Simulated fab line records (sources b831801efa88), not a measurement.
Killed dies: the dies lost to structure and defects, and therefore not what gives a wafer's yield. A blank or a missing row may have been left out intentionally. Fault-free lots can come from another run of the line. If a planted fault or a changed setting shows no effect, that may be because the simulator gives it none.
fab line records    flow sky130
record: lots: 11  wafers: 30  last_day: 50
route steps=708 shown SD_P@330 LI_CONTACT@364 LOCAL_INTERCONNECT@398 VIA3@587
lots that met no fault: from a run of the same line without faults
start_h: hours from the record's first day to the start of the lot's first wafer shown    wait_h: time in hours since the lot's previous step    " unchanged from the row above    L1.1+2: several wafers, shown together as one row    - no value, or no start was given    * or withheld: withheld    < > ~ a bound
route shown NAME@n: a module of which the file shows steps, and the number in the route of the first    usual: mean/standard deviation taken from wafers without a fault    same: alike in all rows    chamber/n: place in a boat    sites: each site's reading    _std_site: standard deviation of those values    _edge_site: inner sites' mean taken away from outer sites' mean    radius_mm: how far each site lies from the wafer's centre    mask NAME#n: copy n    behind: the last tool/chamber to shape the wafer    hold: reason for holding the lot/hours on hold/outcome of the hold    device: whichever transistor did not switch (one of n, p or np)    end of line: the route-end tests of the same wafers    step lacking rows: just its recipe    killed: dies that structure and defects cost at the first sort, which is not the same as the wafer's yield    map: shows each die of a wafer: x if killed, . if not, _ if none is there
set.NAME: the setting that was run; set.NAME@STEP: the one run at that earlier step    model.NAME: the simulator's own value behind a step, which no gauge read
route steps across a sampled set of lots; one table per step, one row per wafer
services: a tool's chamber out of use, with start hour (start_h, from the record's first day; less than 0 if before it), hours out, and reason
== steps ==
step: SKY_SD_P_STRIP_10
recipe: chemistry: O2/N2  power_w: 1400  pressure_mtorr: 1500  platen_temp_c: withheld  o2_flow_sccm: 3000  n2_flow_sccm: 300  overash_fraction: 0.5
usual: drypump_motor_current_A: 5.6/0.46  oes_product_au: 0.617/0.0046  strip_time_to_endpoint_s: 17.49/0.041
lot.wafer  tool             chamber  start_h  wait_h  drypump_motor_current_A  oes_product_au  rf_hours_counter_h  strip_time_to_endpoint_s
L438.1     plasma_asher-04  1        606.48   0.1     6.0                      0.609           78                  17.51
L438.2     "                0        "        "       5.0                      0.613           78                  17.49
L438.3     "                1        "        "       6.0                      0.614           -                   17.56
L444.1     plasma_asher-03  0        647.25   0.1     6.2                      0.610           91                  17.52
L444.4     "                1        "        "       5.6                      0.625           -                   17.53
L444.6     "                1        "        "       5.6                      0.619           -                   17.51
L442.2     plasma_asher-04  0        648.95   0.1     5.0                      0.612           83                  17.55
L442.5     "                0        "        "       5.0                      0.625           -                   17.52
L442.6     "                1        "        "       5.9                      0.627           -                   17.57
L446.1     plasma_asher-04  0        671.07   0.1     5.0                      0.618           85                  17.46
L446.2     "                1        "        "       5.9                      0.620           85                  17.51
L446.4     "                1        "        "       5.9                      0.618           -                   17.50
L448.1     plasma_asher-03  0        683.25   0.1     6.2                      0.610           94                  17.47
L448.3     "                0        "        "       6.2                      0.614           -                   17.49
L448.5     "                0        "        "       6.2                      0.614           -                   17.44
L450.3     plasma_asher-03  1        693.66   0.1     5.6                      0.616           -                   17.50
L450.4     "                0        "        "       6.2                      0.614           -                   17.42
L450.5     "                0        "        "       6.2                      0.615           -                   17.42
L457.1     plasma_asher-01  1        748.37   0.1     4.9                      0.621           35                  17.51
L457.3     "                1        "        "       4.9                      0.628           -                   17.46
L458.1     plasma_asher-03  1        751.05   0.1     5.6                      0.624           1                   17.53
L458.2     "                0        "        "       6.2                      0.622           1                   17.48
L460.4     plasma_asher-04  1        758.25   0.1     5.9                      0.618           -                   17.53
L460.5     "                0        "        "       5.0                      0.614           -                   17.51
L460.6     "                1        "        "       5.9                      0.619           -                   17.46
L459.1     plasma_asher-03  1        763.52   0.1     5.6                      0.620           2                   17.46
L459.2     "                0        "        "       6.2                      0.611           2                   17.46
L461.2     plasma_asher-04  1        766.35   0.1     5.9                      0.609           95                  17.51
L461.3     "                0        "        "       5.0                      0.610           -                   17.48
L461.6     "                0        "        "       5.0                      0.608           -                   17.51
step: SKY_LI_CONTACT_CMP_02
recipe: material: PSG  down_force_psi: 4  platen_rpm: 60  pad_velocity_m_s: 0.94248
usual: motor_current_A: 12.1/1.4  time_to_endpoint_s: 30/3.1
lot.wafer  tool    chamber  start_h  wait_h  motor_current_A  time_to_endpoint_s
L438.1     cmp-02  3        665.44   0.1     12.9             40
L438.3     "       0        "        "       11.6             33
L438.2     "       1        "        "       12.0             34
L444.1     cmp-01  3        705.79   0.1     14.3             28
L444.4     "       0        "        "       9.6              31
L444.6     "       1        "        "       14.7             30
L442.2     cmp-01  2        706.45   0.1     12.3             29
L442.5     "       1        "        "       14.0             27
L442.6     "       2        "        "       12.2             30
L446.4     cmp-02  2        727.80   0.0     10.8             34
L446.1     "       3        "        "       12.2             36
L446.2     "       0        "        "       10.7             30
L448.1     cmp-02  0        740.28   0.1     11.3             29
L448.3     "       2        "        "       10.5             29
L448.5     "       0        "        "       11.0             28
L450.3     cmp-01  2        749.69   0.1     12.4             28
L450.4     "       3        "        "       14.0             26
L450.5     "       1        "        "       14.2             24
L457.1     cmp-02  0        803.17   0.1     11.0             33
L457.3     "       1        "        "       11.2             33
L458.2     cmp-02  2        805.24   0.1     10.5             29
L458.1     "       0        "        "       11.0             34
L460.4     cmp-01  2        813.34   0.1     13.2             28
L460.6     "       1        "        "       14.1             26
L460.5     "       2        "        "       11.9             26
L459.1     cmp-01  1        817.55   0.1     12.8             29
L459.2     "       2        "        "       12.7             29
L461.2     cmp-01  3        820.74   0.0     13.6             30
L461.3     "       1        "        "       13.9             29
L461.6     "       3        "        "       14.1             29
step: SKY_LOCAL_INTERCONNECT_CD_MEAS_11
recipe: target_cd_nm: 170
usual: cd_nm: 169.8/1.7
lot.wafer  tool       chamber  start_h  wait_h  cd_nm
L438.1     cd_sem-02  -        722.41   -       169.8
L438.2     "          -        "        "       170.1
L438.3     "          -        "        "       168.6
L444.1     cd_sem-01  -        761.82   -       169.1
L444.4     "          -        "        "       167.3
L444.6     "          -        "        "       169.7
L442.2     cd_sem-01  -        764.13   -       171.7
L442.5     "          -        "        "       172.5
L442.6     "          -        "        "       172.0
L446.1     cd_sem-02  -        782.87   -       169.1
L446.2     "          -        "        "       169.4
L446.4     "          -        "        "       168.8
L448.1     cd_sem-02  -        794.66   -       170.3
L448.3     "          -        "        "       169.7
L448.5     "          -        "        "       170.4
L450.3     cd_sem-01  -        804.21   -       170.4
L450.4     "          -        "        "       170.2
L450.5     "          -        "        "       171.5
L457.1     cd_sem-01  -        858.14   -       170.4
L457.3     "          -        "        "       169.8
L458.1     cd_sem-02  -        860.03   -       165.6
L458.2     "          -        "        "       166.9
L460.4     cd_sem-02  -        867.32   -       172.1
L460.5     "          -        "        "       170.7
L460.6     "          -        "        "       171.6
L459.1     cd_sem-02  -        871.11   -       172.3
L459.2     "          -        "        "       171.0
L461.2     cd_sem-02  -        874.14   -       167.0
L461.3     "          -        "        "       166.8
L461.6     "          -        "        "       165.9
step: SKY_VIA3_ETCH_14
recipe: chemistry: N2/H2  target: BARC  ion_energy_ev: 200  source_w: 500  bias_w: 100  pressure_mtorr: 30  n2_flow_sccm: 100  h2_flow_sccm: 200  stop_on: SiO2  time_s: 45.9  target_depth_a: 600
usual: drypump_motor_current_A: 5.79/0.22  oes_product_au: 0.855/0.0047  run_length_s: 74.2/0.46  throttle_valve_pct: 13.225/0.0087
lot.wafer  tool         chamber  start_h  wait_h  drypump_motor_current_A  oes_product_au  rf_hours_counter_h  run_length_s  throttle_valve_pct
L438.1     rie_diel-04  0        942.23   0.0     5.85                     0.856           27                  75.3          13.233
L438.2     "            2        "        "       5.60                     0.853           20                  74.0          13.234
L438.3     "            3        "        "       5.54                     0.852           7                   74.0          13.229
L444.1     rie_diel-01  3        977.52   0.0     5.75                     0.860           17                  74.4          13.229
L444.4     "            1        "        "       6.22                     0.854           3                   73.8          13.210
L444.6     "            1        "        "       6.21                     0.854           -                   73.8          13.216
L442.2     rie_diel-04  3        979.57   0.0     5.58                     0.849           8                   74.4          13.226
L442.5     "            1        "        "       6.08                     0.855           -                   74.3          13.223
L442.6     "            0        "        "       5.84                     0.858           -                   75.0          13.222
L446.1     rie_diel-03  2        996.09   0.0     5.65                     0.861           11                  74.8          13.214
L446.2     "            1        "        "       5.53                     0.848           16                  74.6          13.203
L446.4     "            0        "        "       5.99                     0.849           4                   74.3          13.212
L448.1     rie_diel-01  1        1007.60  0.0     6.17                     0.853           4                   73.8          13.232
L448.3     "            0        "        "       5.40                     0.849           20                  74.2          13.220
L448.5     "            0        "        "       5.41                     0.852           -                   74.6          13.236
L450.3     rie_diel-03  2        1015.52  0.0     5.68                     0.849           12                  74.5          13.231
L450.4     "            0        "        "       6.03                     0.858           5                   73.9          13.217
L450.5     "            2        "        "       5.68                     0.864           -                   74.8          13.238
L457.1     rie_diel-04  3        1059.03  0.0     5.54                     0.963           10                  69.1          13.237
L457.3     "            2        "        "       5.62                     0.861           24                  73.8          13.227
L458.1     rie_diel-04  2        1062.32  0.0     5.64                     0.955           24                  68.4          13.230
L458.2     "            0        "        "       5.83                     0.865           3                   75.2          13.211
L460.4     rie_diel-03  2        1068.60  0.0     5.65                     0.852           14                  74.8          13.235
L460.5     "            1        "        "       5.50                     0.851           -                   74.1          13.204
L460.6     "            0        "        "       6.01                     0.857           -                   74.1          13.229
L459.1     rie_diel-04  2        1073.17  0.0     5.64                     0.958           25                  68.7          13.227
L459.2     "            1        "        "       6.05                     0.853           21                  74.5          13.225
L461.2     rie_diel-03  1        1074.05  0.0     5.54                     0.848           18                  74.0          13.227
L461.3     "            0        "        "       6.02                     0.856           7                   74.0          13.228
L461.6     "            3        "        "       5.75                     0.855           -                   73.7          13.229
step: SKY_VIA3_STRIP_16
recipe: chemistry: O2/N2  power_w: 1400  pressure_mtorr: 1500  platen_temp_c: withheld  o2_flow_sccm: 3000  n2_flow_sccm: 300  overash_fraction: 0.5
usual: drypump_motor_current_A: 5.5/0.47  oes_product_au: 0.402/0.0043  strip_time_to_endpoint_s: 4.141/0.025
lot.wafer  tool             chamber  start_h  wait_h  drypump_motor_current_A  oes_product_au  rf_hours_counter_h  strip_time_to_endpoint_s
L438.1     plasma_asher-03  1        942.33   0.0     5.6                      0.402           20                  4.146
L438.2     "                0        "        "       6.2                      0.405           20                  4.178
L438.3     "                0        "        "       6.2                      0.401           -                   4.164
L444.1     plasma_asher-04  1        977.62   0.0     6.0                      0.409           116                 4.170
L444.4     "                1        "        "       5.9                      0.408           -                   4.131
L444.6     "                0        "        "       5.0                      0.392           -                   4.121
L442.2     plasma_asher-04  1        979.67   0.0     5.9                      0.398           116                 4.154
L442.5     "                0        "        "       5.0                      0.399           -                   4.156
L442.6     "                1        "        "       5.9                      0.401           -                   4.155
L446.1     plasma_asher-01  0        996.19   0.0     5.8                      0.406           61                  4.150
L446.2     "                1        "        "       4.8                      0.400           61                  4.099
L446.4     "                1        "        "       4.9                      0.406           -                   4.159
L448.1     plasma_asher-01  1        1007.70  0.0     4.9                      0.403           61                  4.125
L448.3     "                0        "        "       5.8                      0.399           -                   4.113
L448.5     "                0        "        "       5.8                      0.397           -                   4.127
L450.3     plasma_asher-01  0        1015.65  0.1     5.8                      0.407           -                   4.113
L450.4     "                1        "        "       4.9                      0.401           -                   4.119
L450.5     "                1        "        "       4.9                      0.405           -                   4.129
L457.1     plasma_asher-03  0        1059.13  0.0     6.2                      0.406           32                  4.238
L457.3     "                1        "        "       5.6                      0.412           -                   4.211
L458.1     plasma_asher-01  0        1062.42  0.0     5.8                      0.407           67                  4.252
L458.2     "                1        "        "       4.9                      0.409           67                  4.184
L460.4     plasma_asher-03  1        1068.74  0.1     5.6                      0.411           -                   4.173
L460.5     "                0        "        "       6.2                      0.403           -                   4.104
L460.6     "                1        "        "       5.6                      0.402           -                   4.151
L459.1     plasma_asher-04  1        1073.27  0.0     5.9                      0.406           1                   4.215
L459.2     "                0        "        "       5.1                      0.400           1                   4.118
L461.2     plasma_asher-01  0        1074.15  0.0     5.8                      0.404           69                  4.077
L461.3     "                1        "        "       4.9                      0.399           -                   4.097
L461.6     "                0        "        "       5.8                      0.401           -                   4.084
== services ==
tool             chamber  start_h  hours  kind
plasma_asher-04  -        599.26   4.6    repair
plasma_asher-04  -        613.08   0.8    repair
cmp-01           -        658.99   3.9    pm
plasma_asher-03  -        679.06   3.1    repair
plasma_asher-03  -        726.85   3.9    repair
plasma_asher-03  -        733.75   9.0    pm
plasma_asher-03  -        738.77   3.7    repair
cmp-01           -        744.48   4.0    pm
cmp-01           -        785.61   3.7    pm
plasma_asher-01  -        787.57   2.8    pm
plasma_asher-03  -        808.35   2.8    pm
cmp-01           -        852.76   5.4    repair
plasma_asher-03  -        860.22   2.6    repair
plasma_asher-04  -        894.24   1.0    repair
cmp-01           -        901.82   6.2    repair
plasma_asher-04  -        935.68   2.0    repair
plasma_asher-03  -        945.31   1.2    repair
plasma_asher-01  -        982.33   1.3    repair
cmp-01           -        989.27   16.3   repair
plasma_asher-04  -        1013.77  15.6   pm
plasma_asher-03  -        1019.86  2.2    repair
cmp-01           -        1027.99  3.7    pm
plasma_asher-04  -        1042.40  0.6    repair
plasma_asher-04  -        1055.25  9.0    pm
== key ==
first_sign: step: SKY_VIA3_ETCH_14  reading: oes_product_au  direction: up  sigmas: 22  usual: 0.855  struck: 0.959
effect: step: SKY_VIA3_ETCH_14  reading: run_length_s  direction: down  sigmas: 12  usual: *  struck: *
effect: step: SKY_VIA3_STRIP_16  reading: strip_time_to_endpoint_s  direction: up  sigmas: 3.8  usual: *  struck: *
met_at SKY_VIA3_ETCH_14
struck_lots L457,L458,L459
struck_wafers L457.1,L458.1,L459.1
not_acting_at SKY_SD_P_STRIP_10,SKY_LI_CONTACT_CMP_02,SKY_LOCAL_INTERCONNECT_CD_MEAS_11
onset_between 979.57 1059.03
fault: kind: process_parameter_drift  tool: rie_diel-04  chamber: -  onset_h: 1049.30  steps: SKY_VIA3_ETCH_14  channel: time_s  offset: *  shape: step  end_h: 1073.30  scope: struck_wafers_only  acts_in: *  stated: *
